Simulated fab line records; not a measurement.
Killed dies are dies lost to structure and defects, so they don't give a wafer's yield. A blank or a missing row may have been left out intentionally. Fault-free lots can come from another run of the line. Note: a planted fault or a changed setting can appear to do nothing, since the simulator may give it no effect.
fab line records	flow gf180mcu
record lots=11	wafers=31	last_day=34
route steps=602 shown NWELL@52 VT_IMPLANT@121 HV_LDD@187 NSD@244
lots that met no fault: from a run of the same line without faults
start_h: hours from the record's opening day to when the first of the lot's shown wafers began	wait_h: time in hours since the lot's previous step	" the same as in the row above	L1.1+2: several wafers, shown together as one row	- value missing, or start not given	* or withheld: withheld	< > ~ a bound
route shown NAME@n: a module of which the file shows steps, and the number in the route of the first	usual: mean/standard deviation taken from wafers without a fault	same: alike in all rows	chamber/n: place in a boat	sites: the reading at each site	_std_site: their standard deviation	_edge_site: mean of outer sites minus mean of inner sites	radius_mm: how far each site lies from the wafer's centre	mask NAME#n: copy n	behind: the most recent tool/chamber to have shaped the wafer	hold: why the lot was held/for how many hours/how that ended	device: whichever transistor did not switch (one of n, p or np)	end of line: the same wafers' tests at the end of the route	a step without rows: its recipe alone	killed: count of dies lost to structure and defects at first sort (not the wafer's yield)	map: shows each die of a wafer: x if killed, . if not, _ if none is there
set.NAME: the setting as run; set.NAME@STEP: as run at that earlier step	model.NAME: the simulator's own value behind a step, which no gauge read
a sample of lots followed through the steps of the route, with each step as a table and each wafer as a row
services: from which hour (start_h, from the record's first day; less than 0 if before it) a tool's chamber was out of use, for how many hours, and why
## steps
# step GF_NWELL_STRIP_10
# recipe chemistry=O2/N2	power_w=1400	pressure_mtorr=1500	platen_temp_c=250	o2_flow_sccm=3000	n2_flow_sccm=300	overash_fraction=0.5
# usual chamber_pressure_mTorr=1499.6/1.5	drypump_motor_current_A=5.8/0.38	heater_power_w=354/21	o2_flow_sccm=2999/8.9	oes_product_au=0.722/0.0041	strip_time_to_endpoint_s=36.93/0.1
lot.wafer	tool	chamber	start_h	wait_h	chamber_pressure_mTorr	drypump_motor_current_A	heater_power_w	o2_flow_sccm	oes_product_au	rf_hours_counter_h	strip_time_to_endpoint_s
L168.1	plasma_asher-04	0	56.50	0.1	1499.0	6.0	357	3020	0.717	43	37.07
L168.4	"	1	"	"	1502.1	5.3	379	3015	0.724	-	37.01
L168.6	"	0	"	"	1498.5	6.0	363	3015	0.731	-	37.03
L169.3	plasma_asher-02	1	63.24	0.1	1500.5	5.7	371	3002	0.715	-	36.96
L169.5	"	1	"	"	1499.4	5.7	371	2994	0.719	-	36.83
L169.6	"	0	"	"	1497.9	6.3	339	3002	0.726	-	36.80
L170.1	plasma_asher-02	0	68.25	0.1	1500.0	6.4	344	3000	0.723	42	36.98
L170.2	"	1	"	"	1497.4	5.7	373	3007	0.719	42	37.06
L170.3	"	0	"	"	1501.4	6.4	337	3010	0.722	-	36.97
L173.1	plasma_asher-02	1	85.80	0.1	1501.3	5.7	384	2985	0.721	44	36.74
L173.5	"	0	"	"	1497.3	6.3	338	3004	0.729	-	36.78
L173.6	"	1	"	"	1499.2	5.7	372	2981	0.730	-	36.74
L176.4	plasma_asher-04	0	102.89	0.1	1499.9	6.0	372	2991	0.730	-	36.89
L176.6	"	1	"	"	1501.3	5.2	364	2993	0.715	-	36.97
L179.3	plasma_asher-04	1	116.69	0.1	1499.6	5.2	377	3008	0.724	-	36.86
L179.5	"	1	"	"	1498.7	5.3	367	3003	0.720	-	36.96
L181.1	plasma_asher-04	0	126.90	0.1	1496.6	6.0	361	2997	0.721	51	37.04
L181.2	"	1	"	"	1497.6	5.3	372	2992	0.722	51	36.95
L181.4	"	0	"	"	1499.5	6.0	354	3013	0.721	-	36.96
L183.1	plasma_asher-02	1	138.30	0.1	1499.8	5.7	352	3003	0.732	2	36.79
L183.2	"	0	"	"	1497.8	6.3	318	3005	0.723	2	36.80
L183.6	"	1	"	"	1502.2	5.7	341	3007	0.729	-	36.84
L185.2	plasma_asher-04	0	148.10	0.1	1496.5	6.0	366	2998	0.714	53	36.76
L185.4	"	1	"	"	1500.7	5.2	372	2989	0.721	-	36.87
L185.6	"	0	"	"	1499.7	6.0	362	3001	0.719	-	36.85
L188.1	plasma_asher-02	1	165.50	0.1	1499.7	5.7	347	2997	0.722	5	36.87
L188.2	"	0	"	"	1499.3	6.3	316	2985	0.724	5	36.86
L188.3	"	1	"	"	1501.9	5.7	351	2994	0.719	-	36.85
L190.1	plasma_asher-04	1	174.25	0.1	1499.0	5.2	377	3001	0.717	56	36.86
L190.3	"	0	"	"	1503.3	5.9	356	3020	0.730	-	36.77
L190.5	"	0	"	"	1499.9	6.0	351	3006	0.727	-	37.04
# step GF_VT_IMPLANT_STRIP_31
# recipe chemistry=O2/N2	power_w=1400	pressure_mtorr=1500	platen_temp_c=250	o2_flow_sccm=3000	n2_flow_sccm=300	overash_fraction=0.5
# usual chamber_pressure_mTorr=1500.0/1.4	drypump_motor_current_A=5.8/0.37	heater_power_w=348/23	o2_flow_sccm=3001/9.1	oes_product_au=0.716/0.004	strip_time_to_endpoint_s=12.62/0.039
lot.wafer	tool	chamber	start_h	wait_h	chamber_pressure_mTorr	drypump_motor_current_A	heater_power_w	o2_flow_sccm	oes_product_au	rf_hours_counter_h	strip_time_to_endpoint_s
L168.1	plasma_asher-02	0	141.70	0.1	1500.3	6.4	319	2988	0.722	2	12.63
L168.4	"	1	"	"	1499.9	5.7	357	3006	0.718	-	12.63
L168.6	"	0	"	"	1500.8	6.4	317	2992	0.719	-	12.66
L169.3	plasma_asher-04	1	150.44	0.1	1500.3	5.2	375	2998	0.713	-	12.63
L169.5	"	1	"	"	1501.6	5.2	369	3004	0.719	-	12.64
L169.6	"	0	"	"	1499.4	6.0	361	2986	0.717	-	12.66
L170.1	plasma_asher-01	1	156.65	0.1	1501.8	5.7	363	3025	0.722	53	12.66
L170.2	"	0	"	"	1502.1	6.0	306	3003	0.712	53	12.64
L170.3	"	0	"	"	1502.1	6.0	310	3004	0.712	-	12.65
L173.1	plasma_asher-01	1	175.85	0.1	1500.3	5.7	364	3001	0.712	55	12.57
L173.5	"	1	"	"	1500.3	5.7	365	3018	0.720	-	12.59
L173.6	"	0	"	"	1500.5	6.0	309	2989	0.716	-	12.54
L176.4	plasma_asher-02	1	197.83	0.1	1502.5	5.7	343	2993	0.714	-	12.54
L176.6	"	1	"	"	1500.7	5.7	355	2989	0.718	-	12.57
L179.3	plasma_asher-02	1	214.28	0.1	1502.8	5.7	351	3007	0.718	-	12.58
L179.5	"	0	"	"	1498.1	6.4	322	2998	0.716	-	12.55
L181.1	plasma_asher-01	0	225.05	0.1	1498.5	6.0	319	2998	0.715	60	12.61
L181.2	"	1	"	"	1498.3	5.7	366	3000	0.712	60	12.66
L181.4	"	0	"	"	1500.6	6.0	308	2995	0.715	-	12.66
L183.1	plasma_asher-02	0	239.30	0.1	1498.9	6.4	316	3012	0.722	13	12.64
L183.2	"	1	"	"	1498.1	5.7	353	3013	0.720	13	12.65
L183.6	"	0	"	"	1498.8	6.4	318	3007	0.714	-	12.65
L185.2	plasma_asher-02	1	250.90	0.1	1498.5	5.7	348	2978	0.722	14	12.57
L185.4	"	1	"	"	1502.4	5.7	350	3000	0.711	-	12.59
L185.6	"	0	"	"	1499.4	6.4	326	3001	0.717	-	12.60
L188.1	plasma_asher-04	1	273.30	0.1	1500.7	5.2	367	3002	0.716	67	12.66
L188.2	"	0	"	"	1499.0	6.0	356	2996	0.718	67	12.64
L188.3	"	0	"	"	1500.8	6.0	357	3013	0.718	-	12.66
L190.1	plasma_asher-01	1	284.25	0.1	1501.0	5.7	373	2997	0.717	66	12.59
L190.3	"	1	"	"	1498.3	5.7	367	2996	0.711	-	12.59
L190.5	"	0	"	"	1497.9	6.0	314	2990	0.714	-	12.56
# step GF_HV_LDD_TW_MEAS_11
# usual HV_LDD_TW=2423/20
lot.wafer	tool	chamber	start_h	wait_h	HV_LDD_TW
L168.1	film_metro-01	-	217.27	0.1	2418
L168.4	"	-	"	"	2406
L168.6	"	-	"	"	2414
L169.3	film_metro-01	-	223.89	0.1	2409
L169.5	"	-	"	"	2411
L169.6	"	-	"	"	2416
L170.1	film_metro-01	-	230.62	0.1	2409
L170.2	"	-	"	"	2401
L170.3	"	-	"	"	2404
L173.1	film_metro-04	-	255.17	0.1	2418
L173.5	"	-	"	"	2415
L173.6	"	-	"	"	2428
L176.4	film_metro-01	-	280.80	0.1	2422
L176.6	"	-	"	"	2421
L179.3	film_metro-02	-	297.39	0.1	2455
L179.5	"	-	"	"	2461
L181.1	film_metro-04	-	310.87	0.1	2430
L181.2	"	-	"	"	2431
L181.4	"	-	"	"	2426
L183.1	film_metro-01	-	325.42	0.1	2432
L183.2	"	-	"	"	2404
L183.6	"	-	"	"	2410
L185.2	film_metro-01	-	339.00	0.1	2402
L185.4	"	-	"	"	2396
L185.6	"	-	"	"	2418
L188.1	film_metro-01	-	368.06	0.1	2416
L188.2	"	-	"	"	2415
L188.3	"	-	"	"	2414
L190.1	film_metro-02	-	377.07	0.1	2462
L190.3	"	-	"	"	2454
L190.5	"	-	"	"	2447
# step GF_NSD_IMPLANT_09
# recipe species=As	energy_kev=60	dose_cm2=4e+15	tilt_deg=7
# usual beam_on_s=17.5/1.1	faraday_current_uA=12521/710
lot.wafer	tool	chamber	start_h	wait_h	beam_on_s	faraday_current_uA
L168.1	implanter-03	0	296.47	0.0	16.7	13015
L168.4	"	0	"	"	16.4	13341
L168.6	"	0	"	"	16.8	12979
L169.3	implanter-03	0	305.57	0.1	16.0	13594
L169.5	"	0	"	"	16.7	13047
L169.6	"	0	"	"	16.8	13045
L170.1	implanter-01	0	313.17	0.0	17.0	12824
L170.2	"	0	"	"	17.4	12638
L170.3	"	0	"	"	17.3	12657
L173.1	implanter-01	0	340.07	0.0	16.4	13317
L173.5	"	0	"	"	17.1	12766
L173.6	"	0	"	"	16.7	13134
L176.4	implanter-04	0	368.59	0.1	24.8	8857
L176.6	"	0	"	"	19.3	11414
L179.3	implanter-04	0	387.02	0.1	26.2	8392
L179.5	"	0	"	"	19.8	11089
L181.1	implanter-04	0	403.55	0.0	19.8	11072
L181.2	"	0	"	"	19.0	11553
L181.4	"	0	"	"	25.4	8655
L183.1	implanter-03	0	418.07	0.0	16.9	12936
L183.2	"	0	"	"	16.8	12958
L183.6	"	0	"	"	16.7	13088
L185.2	implanter-01	0	432.44	0.0	17.3	12603
L185.4	"	0	"	"	17.3	12618
L185.6	"	0	"	"	17.3	12550
L188.1	implanter-03	0	465.02	0.0	17.4	12577
L188.2	"	0	"	"	17.0	12815
L188.3	"	0	"	"	16.7	13049
L190.1	implanter-03	0	476.22	0.0	16.5	13343
L190.3	"	0	"	"	17.1	12696
L190.5	"	0	"	"	16.8	13033
# step GF_NSD_STRIP_11
# recipe chemistry=O2/N2	power_w=1400	pressure_mtorr=1500	platen_temp_c=250	o2_flow_sccm=3000	n2_flow_sccm=300	overash_fraction=0.5
# usual chamber_pressure_mTorr=1499.9/1.3	drypump_motor_current_A=5.8/0.33	heater_power_w=350/27	o2_flow_sccm=2999/9	oes_product_au=0.487/0.0046	strip_time_to_endpoint_s=22.97/0.036
lot.wafer	tool	chamber	start_h	wait_h	chamber_pressure_mTorr	drypump_motor_current_A	heater_power_w	o2_flow_sccm	oes_product_au	rf_hours_counter_h	strip_time_to_endpoint_s
L168.1	plasma_asher-04	0	296.77	0.1	1500.4	6.0	355	3010	0.478	69	23.00
L168.4	"	0	"	"	1501.5	6.0	355	3002	0.485	-	22.97
L168.6	"	1	"	"	1499.2	5.2	380	2991	0.495	-	23.01
L169.3	plasma_asher-02	0	305.85	0.1	1501.7	6.3	324	2987	0.487	-	22.95
L169.5	"	1	"	"	1499.0	5.7	349	2977	0.485	-	22.93
L169.6	"	0	"	"	1497.3	6.4	322	2998	0.498	-	23.02
L170.1	plasma_asher-01	1	313.47	0.1	1501.3	5.6	368	3007	0.487	69	22.92
L170.2	"	0	"	"	1497.9	6.0	311	2997	0.484	69	22.96
L170.3	"	1	"	"	1498.8	5.7	366	2999	0.488	-	22.97
L173.1	plasma_asher-02	1	340.37	0.1	1502.5	5.7	347	2989	0.489	23	23.06
L173.5	"	0	"	"	1499.5	6.4	320	2989	0.489	-	23.05
L173.6	"	1	"	"	1500.4	5.7	350	3002	0.498	-	23.05
L176.4	plasma_asher-04	1	368.85	0.1	1501.2	5.2	372	3001	0.478	-	23.79
L176.6	"	0	"	"	1499.1	6.0	359	3009	0.485	-	23.01
L179.3	plasma_asher-02	0	387.30	0.1	1500.3	6.3	323	2998	0.486	-	23.81
L179.5	"	1	"	"	1499.5	5.7	349	3020	0.484	-	22.98
L181.1	plasma_asher-01	1	403.85	0.1	1500.6	5.7	366	3005	0.488	78	22.95
L181.2	"	0	"	"	1499.3	6.0	315	3002	0.481	78	22.93
L181.4	"	0	"	"	1498.7	6.0	310	2991	0.476	-	23.68
L183.1	plasma_asher-04	1	418.40	0.2	1499.6	5.2	371	2993	0.486	82	22.98
L183.2	"	0	"	"	1499.8	6.0	361	2987	0.477	82	23.00
L183.6	"	1	"	"	1500.7	5.3	378	2990	0.485	-	22.98
L185.2	plasma_asher-01	1	432.72	0.1	1501.2	5.6	359	3001	0.488	82	22.92
L185.4	"	0	"	"	1498.7	5.9	310	2986	0.490	-	22.93
L185.6	"	1	"	"	1498.7	5.7	368	3000	0.481	-	22.89
L188.1	plasma_asher-04	1	465.32	0.1	1500.8	5.2	369	2998	0.491	3	22.93
L188.2	"	0	"	"	1500.0	6.0	394	3012	0.495	3	22.94
L188.3	"	0	"	"	1500.6	5.9	390	3004	0.480	-	22.99
L190.1	plasma_asher-04	0	476.52	0.1	1500.2	6.0	387	3002	0.483	5	22.96
L190.3	"	0	"	"	1500.6	6.0	401	2985	0.487	-	22.92
L190.5	"	0	"	"	1500.2	6.0	392	3000	0.484	-	22.97
# step GF_PSD_RS_MEAS_14
# recipe thk_meas_gauge=four-point-probe
# usual NSD_RS=46.12/0.086
lot.wafer	tool	chamber	start_h	wait_h	NSD_RS[ohm/sq]
L168.1	film_metro-03	-	318.17	0.1	46.19
L168.4	"	-	"	"	46.04
L168.6	"	-	"	"	46.12
L169.3	film_metro-03	-	327.25	0.1	46.09
L169.5	"	-	"	"	46.14
L169.6	"	-	"	"	46.22
L170.1	film_metro-04	-	335.51	0.1	46.12
L170.2	"	-	"	"	45.99
L170.3	"	-	"	"	46.07
L173.1	film_metro-01	-	362.37	0.1	45.97
L173.5	"	-	"	"	46.09
L173.6	"	-	"	"	46.00
L176.4	film_metro-01	-	392.48	0.1	44.73
L176.6	"	-	"	"	46.18
L179.3	film_metro-03	-	410.90	0.1	44.91
L179.5	"	-	"	"	46.13
L181.1	film_metro-01	-	428.42	0.1	46.06
L181.2	"	-	"	"	46.02
L181.4	"	-	"	"	44.82
L183.1	film_metro-03	-	442.76	0.1	46.28
L183.2	"	-	"	"	46.25
L183.6	"	-	"	"	46.29
L185.2	film_metro-03	-	457.28	0.1	46.18
L185.4	"	-	"	"	46.20
L185.6	"	-	"	"	46.25
L188.1	film_metro-04	-	489.71	0.1	46.07
L188.2	"	-	"	"	46.02
L188.3	"	-	"	"	46.04
L190.1	film_metro-04	-	501.51	0.1	46.12
L190.3	"	-	"	"	46.07
L190.5	"	-	"	"	46.33
## services
tool	chamber	start_h	hours	kind
implanter-03	-	35.77	4.5	pm
implanter-01	-	40.08	2.0	repair
plasma_asher-01	-	40.16	2.4	repair
plasma_asher-02	-	48.63	2.8	pm
plasma_asher-02	-	87.19	4.3	repair
plasma_asher-02	-	108.75	9.0	pm
plasma_asher-04	-	134.58	1.0	repair
implanter-04	-	144.94	0.6	repair
implanter-03	-	151.36	3.4	repair
implanter-01	-	166.51	4.5	pm
plasma_asher-01	-	184.05	0.6	repair
plasma_asher-01	-	196.14	2.8	pm
implanter-03	-	242.79	3.0	pm
implanter-03	-	245.99	0.5	repair
plasma_asher-01	-	292.42	4.5	repair
implanter-01	-	297.58	2.0	repair
implanter-01	-	320.07	1.5	repair
plasma_asher-04	-	408.50	4.5	repair
plasma_asher-02	-	409.71	8.7	repair
plasma_asher-04	-	421.25	9.0	pm
implanter-01	-	440.87	4.9	repair
implanter-01	-	441.45	3.7	repair
implanter-01	-	452.17	7.6	repair
plasma_asher-02	-	463.96	2.3	repair
## key
first_sign step=GF_NSD_IMPLANT_09	reading=beam_on_s	direction=up	sigmas=7.4	usual=17.5	struck=25.5
effect step=GF_NSD_IMPLANT_09	reading=faraday_current_uA	direction=down	sigmas=5.5	usual=12521	struck=8635
effect step=GF_NSD_STRIP_11	reading=strip_time_to_endpoint_s	direction=up	sigmas=22	usual=*	struck=*
effect step=GF_PSD_RS_MEAS_14	reading=NSD_RS	direction=down	sigmas=15	usual=46.12	struck=44.82
met_at GF_NSD_IMPLANT_09
struck_lots L176,L179,L181
struck_wafers L176.4,L179.3,L181.4
tester_left_out L176,L179,L181
not_acting_at GF_NWELL_STRIP_10,GF_VT_IMPLANT_STRIP_31,GF_HV_LDD_TW_MEAS_11
fault kind=process_parameter_drift	tool=implanter-04	chamber=-	onset_h=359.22	steps=GF_NSD_IMPLANT_09	channel=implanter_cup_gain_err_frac	offset=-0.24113	shape=step	end_h=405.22	scope=struck_wafers_only
# tester_left_out: of these lots the tester's yield and bins aren't shown, on N5 and GAA mostly nor the transistor test; their killed dies are dies lost to structure and defects alone, not to doping, threshold or leakage, so they don't give the yield
